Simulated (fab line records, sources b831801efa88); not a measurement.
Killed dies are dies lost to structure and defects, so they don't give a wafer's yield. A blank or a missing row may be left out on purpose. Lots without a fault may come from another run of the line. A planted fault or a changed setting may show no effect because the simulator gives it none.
Which tool did it? | flow sky130 | 24 lots, 72 wafers sampled, at 6 steps of a route of 708

WHAT THE GAUGES READ, wafer by wafer
SKY_METAL2_CD_MEAS_15: target cd 140 nm.
lot  | measured     | on        | cd_nm (nm)
L074 | day 35 10:22 | cd_sem-02 | 141.1 142.9 141.4
L075 | day 35 19:38 | cd_sem-01 | 139.7 140.5 139.1
L076 | day 36 01:43 | cd_sem-01 | 138.7 139.2 138.8
L077 | day 36 02:59 | cd_sem-02 | 137.3 137.8 137.3
L078 | day 36 12:25 | cd_sem-02 | 139.3 137.6 139.1
L079 | day 36 19:41 | cd_sem-01 | 139.3 137.6 138.2
L080 | day 37 04:10 | cd_sem-02 | 140.2 141.1 140.6
L081 | day 37 16:25 | cd_sem-02 | 137.0 137.9 139.4
L082 | day 37 21:58 | cd_sem-01 | 140.0 140.2 139.6
L083 | day 37 23:41 | cd_sem-01 | 139.2 138.6 138.0
L084 | day 38 08:53 | cd_sem-01 | 139.5 140.3 139.6
L085 | day 38 11:46 | cd_sem-01 | 139.3 140.9 138.0
L086 | day 39 02:02 | cd_sem-02 | 142.4 141.4 142.5
L087 | day 39 03:11 | cd_sem-02 | 140.0 138.9 140.8
L088 | day 39 10:23 | cd_sem-02 | 138.1 138.6 138.0
L089 | day 39 22:56 | cd_sem-01 | 139.7 139.8 139.0
L090 | day 40 07:10 | cd_sem-01 | 138.6 138.5 139.7
L091 | day 40 08:20 | cd_sem-02 | 139.1 142.3 140.8
L092 | day 40 09:43 | cd_sem-01 | 139.7 140.3 141.3
L093 | day 41 02:40 | cd_sem-01 | 141.7 141.3 142.4
L094 | day 41 06:08 | cd_sem-01 | 141.0 141.8 141.6
L095 | day 41 09:16 | cd_sem-02 | 140.1 139.0 138.5
L096 | day 41 17:58 | cd_sem-02 | 140.1 137.6 139.3
L097 | day 41 22:37 | cd_sem-02 | 141.8 139.5 141.0

SKY_METAL3_OVL_MEAS_14.
lot  | measured     | on         | METAL3_OVL (nm)
L074 | day 38 19:34 | overlay-01 | -5 4 1
L075 | day 39 05:19 | overlay-02 | 1 -1 -3
L076 | day 39 09:46 | overlay-02 | -3 -1 -2
L077 | day 39 11:50 | overlay-02 | 9 8 -5
L078 | day 39 19:46 | overlay-01 | 5 4 -1
L079 | day 40 03:10 | overlay-01 | -10 -7 -14
L080 | day 40 11:37 | overlay-02 | -15 -12 -3
L081 | day 40 22:46 | overlay-01 | -10 -8 -4
L082 | day 41 04:28 | overlay-01 | -1 -5 6
L083 | day 41 05:55 | overlay-02 | -12 -5 -9
L084 | day 41 15:08 | overlay-02 | 6 -3 -2
L085 | day 41 16:53 | overlay-01 | -6 -10 -5
L086 | day 42 06:52 | overlay-01 | -2 -2 -4
L087 | day 42 07:54 | overlay-02 | -10 -6 -7
L088 | day 42 15:16 | overlay-01 | -8 7 -4
L089 | day 43 02:56 | overlay-01 | -6 -5 -6
L090 | day 43 10:19 | overlay-01 | 3 0 4
L091 | day 43 11:28 | overlay-01 | 2 4 2
L092 | day 43 12:46 | overlay-02 | -2 -8 -4
L093 | day 44 04:25 | overlay-01 | 3 -4 -3
L094 | day 44 08:38 | overlay-01 | -8 -3 -3
L095 | day 44 11:59 | overlay-01 | 1 -1 5
L096 | day 44 18:13 | overlay-02 | -3 -8 -3
L097 | day 44 22:49 | overlay-01 | 5 -6 -2

SKY_METAL4_OVL_MEAS_14.
lot  | measured     | on         | METAL4_OVL (nm)
L074 | day 42 00:41 | overlay-02 | -6 -1 -10
L075 | day 42 09:58 | overlay-02 | -1 7 -1
L076 | day 42 13:43 | overlay-01 | -10 -1 -1
L077 | day 42 15:50 | overlay-01 | -3 -5 -13
L078 | day 42 23:22 | overlay-02 | -7 6 3
L079 | day 43 06:16 | overlay-01 | -1 -8 -2
L080 | day 43 14:19 | overlay-02 | -4 -4 -14
L081 | day 44 01:41 | overlay-02 | 2 -8 -4
L082 | day 44 06:15 | overlay-02 | -5 3 -3
L083 | day 44 07:47 | overlay-01 | -2 0 -2
L084 | day 44 16:55 | overlay-02 | -15 -8 -12
L085 | day 44 17:50 | overlay-01 | -7 0 -2
L086 | day 45 06:49 | overlay-02 | -10 -13 -4
L087 | day 45 07:57 | overlay-02 | -8 -8 -15
L088 | day 45 13:08 | overlay-01 | -2 -21 -6
L089 | day 46 00:56 | overlay-02 | -5 -11 0
L090 | day 46 06:49 | overlay-01 | 1 -2 -9
L091 | day 46 09:20 | overlay-01 | -7 -8 -10
L092 | day 46 10:16 | overlay-01 | 2 -4 -1
L093 | day 46 22:53 | overlay-01 | 10 -4 7
L094 | day 47 04:43 | overlay-02 | 8 5 -4
L095 | day 47 07:29 | overlay-02 | 1 -6 1
L096 | day 47 12:55 | overlay-02 | -8 10 7
L097 | day 47 15:44 | overlay-02 | 1 2 1

SKY_METAL5_THK_MEAS_06: measures by xrf.
lot  | measured     | on            | METAL5_ALCU_THK (nm)
L074 | day 43 03:24 | film_metro-02 | 1168 1161 1162
L075 | day 43 12:22 | film_metro-04 | 1144 1153 1145
L076 | day 43 15:41 | film_metro-03 | 1162 1168 1172
L077 | day 43 17:42 | film_metro-02 | 1151 1141 1155
L078 | day 44 00:08 | film_metro-03 | 1151 1149 1153
L079 | day 44 08:25 | film_metro-02 | 1148 1149 1131
L080 | day 44 15:57 | film_metro-02 | 1135 1155 1144
L081 | day 45 02:28 | film_metro-04 | 1154 1155 1144
L082 | day 45 06:37 | film_metro-02 | 1136 1143 1139
L083 | day 45 09:07 | film_metro-02 | 1154 1155 1151
L084 | day 45 16:36 | film_metro-02 | 1143 1161 1142
L085 | day 45 18:14 | film_metro-02 | 1162 1160 1160
L086 | day 46 07:31 | film_metro-02 | 1148 1153 1149
L087 | day 46 08:43 | film_metro-03 | 1197 1184 1192
L088 | day 46 13:16 | film_metro-03 | 1155 1163 1174
L089 | day 47 00:08 | film_metro-02 | 1185 1192 1189
L090 | day 47 06:04 | film_metro-04 | 1161 1156 1162
L091 | day 47 08:43 | film_metro-04 | 1174 1150 1168
L092 | day 47 09:38 | film_metro-03 | 1168 1162 1158
L093 | day 47 21:40 | film_metro-04 | 1150 1142 1151
L094 | day 48 03:39 | film_metro-02 | 1157 1172 1164
L095 | day 48 05:54 | film_metro-03 | 1150 1176 1186
L096 | day 48 11:38 | film_metro-02 | 1156 1155 1146
L097 | day 48 13:57 | film_metro-02 | 1148 1152 1172

WHICH TOOL RAN EACH LOT (tool, then ch and the chambers of the sampled wafers, then the start)
lot  | SKY_LDD_HVP_STRIP_09                 | SKY_METAL3_ETCH_16
L074 | plasma_asher-02 ch 0,1, day 21 22:10 | rie_metal-03 ch 0,1, day 38 19:38
L075 | plasma_asher-01 ch 0,1, day 22 07:37 | rie_metal-03 ch 0,1, day 39 05:23
L076 | plasma_asher-01 ch 0,1, day 22 15:58 | rie_metal-02 ch 0,1, day 39 09:52
L077 | plasma_asher-02 ch 0,1, day 22 19:25 | rie_metal-02 ch 0,1, day 39 11:55
L078 | plasma_asher-02 ch 0,1, day 23 03:46 | rie_metal-01 ch 0,1, day 39 19:50
L079 | plasma_asher-02 ch 0,1, day 23 15:22 | rie_metal-01 ch 0,1, day 40 03:16
L080 | plasma_asher-01 ch 0,1, day 23 22:47 | rie_metal-02 ch 0,1, day 40 11:41
L081 | plasma_asher-04 ch 0,1, day 24 12:13 | rie_metal-01 ch 0,1, day 40 22:50
L082 | plasma_asher-02 ch 0,1, day 24 20:31 | rie_metal-01 ch 0,1, day 41 04:32
L083 | plasma_asher-04 ch 0,1, day 24 21:49 | rie_metal-02 ch 0,1, day 41 05:59
L084 | plasma_asher-01 ch 0,1, day 25 09:07 | rie_metal-03 ch 0, day 41 15:14
L085 | plasma_asher-01 ch 0,1, day 25 12:49 | rie_metal-03 ch 0,1, day 41 16:58
L086 | plasma_asher-02 ch 0, day 26 04:31   | rie_metal-02 ch 0,1, day 42 06:56
L087 | plasma_asher-01 ch 0,1, day 26 04:40 | rie_metal-03 ch 0,1, day 42 07:58
L088 | plasma_asher-01 ch 0,1, day 26 15:58 | rie_metal-01 ch 0,1, day 42 15:20
L089 | plasma_asher-04 ch 0,1, day 27 08:25 | rie_metal-01 ch 0,1, day 43 03:01
L090 | plasma_asher-02 ch 0,1, day 27 11:38 | rie_metal-01 ch 0,1, day 43 10:25
L091 | plasma_asher-01 ch 0,1, day 27 15:19 | rie_metal-02 ch 0,1, day 43 11:32
L092 | plasma_asher-04 ch 0,1, day 27 18:07 | rie_metal-01 ch 0,1, day 43 12:50
L093 | plasma_asher-01 ch 0,1, day 28 14:01 | rie_metal-01 ch 0,1, day 44 04:29
L094 | plasma_asher-02 ch 0,1, day 28 14:58 | rie_metal-03 ch 0,1, day 44 08:43
L095 | plasma_asher-04 ch 0,1, day 28 19:58 | rie_metal-03 ch 0,1, day 44 12:04
L096 | plasma_asher-04 ch 0,1, day 29 07:59 | rie_metal-02 ch 0,1, day 44 18:19
L097 | plasma_asher-04 ch 1, day 29 16:16   | rie_metal-01 ch 0,1, day 44 22:53
- SKY_LDD_HVP_STRIP_09: strips in O2/N2.
- SKY_METAL3_ETCH_16: etches BARC in N2/H2, stops on SiO2, time 88.2 s, target depth 60 nm.

WHAT THE TOOLS THEMSELVES READ (means of the sampled wafers that have a number; where no wafer has one, the mark that the record gives instead)
SKY_LDD_HVP_STRIP_09.
lot  | tool            | drypump_motor_current_A (A) | oes_product_au (a.u.) | strip_time_to_endpoint_s (s)
L074 | plasma_asher-02 | 5.61                        | 0.407                 | 4.119
L075 | plasma_asher-01 | 5.81                        | 0.406                 | 4.131
L076 | plasma_asher-01 | 5.63                        | 0.412                 | 4.149
L077 | plasma_asher-02 | 5.48                        | 0.412                 | 4.147
L078 | plasma_asher-02 | 5.48                        | 0.408                 | 4.121
L079 | plasma_asher-02 | 5.50                        | 0.411                 | 4.162
L080 | plasma_asher-01 | 5.83                        | 0.408                 | 4.137
L081 | plasma_asher-04 | 5.74                        | 0.408                 | 4.116
L082 | plasma_asher-02 | 5.60                        | 0.411                 | 4.146
L083 | plasma_asher-04 | 5.81                        | 0.410                 | 4.134
L084 | plasma_asher-01 | 5.80                        | 0.415                 | 4.154
L085 | plasma_asher-01 | 5.79                        | 0.408                 | 4.133
L086 | plasma_asher-02 | 5.74                        | 0.407                 | 4.134
L087 | plasma_asher-01 | 5.60                        | 0.408                 | 4.139
L088 | plasma_asher-01 | 5.60                        | 0.404                 | 4.117
L089 | plasma_asher-04 | 5.76                        | 0.403                 | 4.141
L090 | plasma_asher-02 | 5.61                        | 0.408                 | 4.136
L091 | plasma_asher-01 | 5.62                        | 0.405                 | 4.135
L092 | plasma_asher-04 | 5.74                        | 0.407                 | 4.136
L093 | plasma_asher-01 | 5.63                        | 0.412                 | 4.136
L094 | plasma_asher-02 | 5.61                        | 0.410                 | 4.139
L095 | plasma_asher-04 | 5.75                        | 0.404                 | 4.112
L096 | plasma_asher-04 | 5.75                        | 0.408                 | 4.132
L097 | plasma_asher-04 | 5.84                        | 0.404                 | 4.111

SKY_METAL3_ETCH_16.
lot  | tool         | drypump_motor_current_A (A) | oes_product_au (a.u.) | throttle_valve_pct (%)
L074 | rie_metal-03 | 5.7                         | 0.625                 | 13.211
L075 | rie_metal-03 | 5.7                         | 0.624                 | 13.206
L076 | rie_metal-02 | 5.1                         | 0.623                 | 13.206
L077 | rie_metal-02 | 5.1                         | 0.622                 | 13.207
L078 | rie_metal-01 | 6.0                         | 0.627                 | 13.203
L079 | rie_metal-01 | 6.2                         | 0.633                 | 13.204
L080 | rie_metal-02 | 5.1                         | 0.624                 | 13.206
L081 | rie_metal-01 | 6.0                         | 0.630                 | 13.207
L082 | rie_metal-01 | 6.0                         | 0.627                 | 13.210
L083 | rie_metal-02 | 5.1                         | 0.623                 | 13.204
L084 | rie_metal-03 | 5.2                         | 0.624                 | 13.200
L085 | rie_metal-03 | 5.7                         | 0.623                 | 13.206
L086 | rie_metal-02 | 5.1                         | 0.628                 | 13.201
L087 | rie_metal-03 | 5.4                         | 0.626                 | 13.207
L088 | rie_metal-01 | 6.2                         | 0.627                 | 13.205
L089 | rie_metal-01 | 6.2                         | 0.620                 | 13.206
L090 | rie_metal-01 | 6.0                         | 0.624                 | 13.199
L091 | rie_metal-02 | 5.1                         | 0.628                 | 13.201
L092 | rie_metal-01 | 6.0                         | 0.623                 | 13.201
L093 | rie_metal-01 | 6.2                         | 0.626                 | 13.207
L094 | rie_metal-03 | 5.7                         | 0.620                 | 13.207
L095 | rie_metal-03 | 5.4                         | 0.627                 | 13.210
L096 | rie_metal-02 | 5.5                         | 0.627                 | 13.207
L097 | rie_metal-01 | 6.0                         | 0.626                 | 13.197

THE ANSWER, worked out from the rows above alone
Rule: what is usual is taken from the lots themselves. Put in order of their means at a reading, lots are off if they are a third of the lots or fewer, leave a main group of 4 or more, and stand apart from it by a gap of 3 or more times the standard deviation of the main group's means; of several such gaps the widest counts. A main group whose means are all the same, to the digits that the tables above print for the reading, isn't used. A lot without any number at a reading at which 4 lots or more have one is off too. The other lots that the step has rows for count as sound. The gauges are gone through in route order, then the tools' own readings, and for those a lot's mean is taken as printed above. The first step at which some lot is off is used, and at that step the reading that is off furthest; a lot without a number counts as furthest.
No lot is off at any reading shown: from this, nothing can be told.

WHAT THE SIMULATOR HAD PUT IN
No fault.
